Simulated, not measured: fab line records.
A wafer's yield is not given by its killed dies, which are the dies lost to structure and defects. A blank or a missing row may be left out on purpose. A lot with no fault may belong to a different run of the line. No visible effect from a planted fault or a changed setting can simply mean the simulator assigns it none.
The tool behind it: which one? | flow sky130 | 18 wafers from 6 lots sampled at 3 of the route's 708 steps

## WHAT EACH GAUGE READ, for each wafer
SKY_VT_ADJUST_LVTN_OVL_MEAS_18.
lot  | measured     | on         | VT_ADJUST_LVTN_01_OVL (nm)
L500 | day 8 09:35  | overlay-02 | -0.6 -0.5 -0.1
L502 | day 9 00:22  | overlay-02 | -0.5 -2.0 -0.2
L504 | day 9 13:55  | overlay-02 | -0.3 0.4 0.5
L506 | day 10 04:31 | overlay-02 | 0.8 -0.2 -1.2
L512 | day 11 18:14 | overlay-01 | 163.3 163.4 165.0
L520 | day 14 02:46 | overlay-02 | -1.5 -0.8 -1.6

## TOOL THAT RAN EACH LOT (tool first, then ch and the chambers of the sampled wafers, then the start)
lot  | SKY_VT_ADJUST_LVTN_STRIP_09         | SKY_VT_ADJUST_LVTN_EXPOSE_15
L500 | plasmaAsher-01 ch 0,1, day 7 13:48  | ilineStepper-01 ch 0, day 7 23:50
L502 | plasmaAsher-04 ch 0,1, day 8 03:12  | ilineStepper-01 ch 0, day 8 13:39
L504 | plasmaAsher-02 ch 0,1, day 8 15:48  | ilineStepper-02 ch 0, day 9 02:40
L506 | plasmaAsher-02 ch 1, day 9 06:10    | ilineStepper-01 ch 0, day 9 16:57
L512 | plasmaAsher-04 ch 0,1, day 10 19:05 | ilineStepper-02 ch 0, day 11 07:08
L520 | plasmaAsher-02 ch 0,1, day 13 01:07 | ilineStepper-01 ch 0, day 13 14:08
- SKY_VT_ADJUST_LVTN_STRIP_09: strips in O2/N2.
- SKY_VT_ADJUST_LVTN_EXPOSE_15: exposes mask HVN STD DERIVED, target cd 600 nm.

## THE ANSWER, worked out from the rows above alone
Rule: the lots themselves supply what counts as usual. Put in order of their means at a reading, lots are off if they are a third of the lots or fewer, leave a main group of 4 or more, and stand apart from it by a gap of 3 or more times the standard deviation of the main group's means; of several such gaps the widest counts. A main group whose means are all the same, to the digits that the tables above print for the reading, isn't used. Also off: a lot with no number at a reading for which 4 or more lots have one. Any other lot the step has rows for is counted as sound.
Off: L512, at SKY_VT_ADJUST_LVTN_OVL_MEAS_18 (VT_ADJUST_LVTN_01_OVL). For the main group the mean is -0.5 nm and the standard deviation 0.53.
A tool fits if, at a process step before that reading, it ran every lot that is off, and no sound lot after the first of them. Gauges at SKY_VT_ADJUST_LVTN_OVL_MEAS_18: tried the same way as those tools. Can't be told from this: 3 tools fit, plasmaAsher-04 at SKY_VT_ADJUST_LVTN_STRIP_09, ilineStepper-02 at SKY_VT_ADJUST_LVTN_EXPOSE_15, overlay-01 at SKY_VT_ADJUST_LVTN_OVL_MEAS_18.

## WHAT THE SIMULATOR HAD PUT IN
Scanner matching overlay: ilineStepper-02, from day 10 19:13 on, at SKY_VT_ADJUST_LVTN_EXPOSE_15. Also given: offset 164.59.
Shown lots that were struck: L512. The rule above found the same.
